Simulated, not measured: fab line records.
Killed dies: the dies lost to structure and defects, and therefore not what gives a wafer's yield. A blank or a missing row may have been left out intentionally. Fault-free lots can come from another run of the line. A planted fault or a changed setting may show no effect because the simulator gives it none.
One fault through the eyes of 2 desks	flow sky130	only its own numbers are on each desk; what lay behind them is given at the end

METROLOGY DESK
What the gauges read, lot by lot, whatever tool the lot ran on: means of the sampled wafers that have a number. The brackets show how far a lot's mean lies from the usual mean; more than 4 standard deviations puts the lot out of limits, marked OUT.
Columns: A = cd_nm at SKY_LI_CONTACT_CD_MEAS_12, usual 169.5 nm; B = CONTACT_W_RS at SKY_CONTACT_RS_MEAS_25, usual 0.339 ohm/sq; C = CONTACT_W_THK at SKY_CONTACT_THK_MEAS_26, usual 321 nm
lot	first seen here	A	B	C
L487	day 29 01:28	171.2	0.339	324
L488	day 29 18:04	171.1	0.337	328
L489	day 30 00:36	171.3	0.340	319
L491	day 30 15:19	166.9	0.341	317
L492	day 31 03:02	169.3	0.340	314
L493	day 31 04:47	169.1	0.332	329
L494	day 31 17:03	168.7	0.340	319
L503	day 34 08:46	171.8	0.325	332
L505	day 35 04:52	167.6	0.324	332
L504	day 35 06:55	170.1	0.328	329
L508	day 35 21:29	168.1	0.343	314
Finding of this desk: none of the 11 lots has anything out of limits.

TOOL OWNER'S DESK, cvd_w-01
The tool's own readings at SKY_CONTACT_CVD_24 (deposits W, target thk 340 nm, time 102.12 s): means of the sampled wafers that have a number, for each lot that ran on this tool. The brackets show how far a lot's mean lies from the usual mean; more than 4 standard deviations puts the lot out of limits, marked OUT.
Columns: A = heater_power_w at SKY_CONTACT_CVD_24, usual 962 W
lot	first seen here	A
L488	day 32 03:10	1018
L492	day 33 10:18	1096
L493	day 33 13:06	1012
L503	day 36 17:25	950
L505	day 37 13:55	891
L504	day 37 16:55	892
Finding of this desk: none of the 6 lots has anything out of limits.

TAKEN TOGETHER
From the metrology desk's view, nothing was out of limits.
The desk of the tool owner found nothing out of limits.

WHAT THE SIMULATOR HAD INSERTED
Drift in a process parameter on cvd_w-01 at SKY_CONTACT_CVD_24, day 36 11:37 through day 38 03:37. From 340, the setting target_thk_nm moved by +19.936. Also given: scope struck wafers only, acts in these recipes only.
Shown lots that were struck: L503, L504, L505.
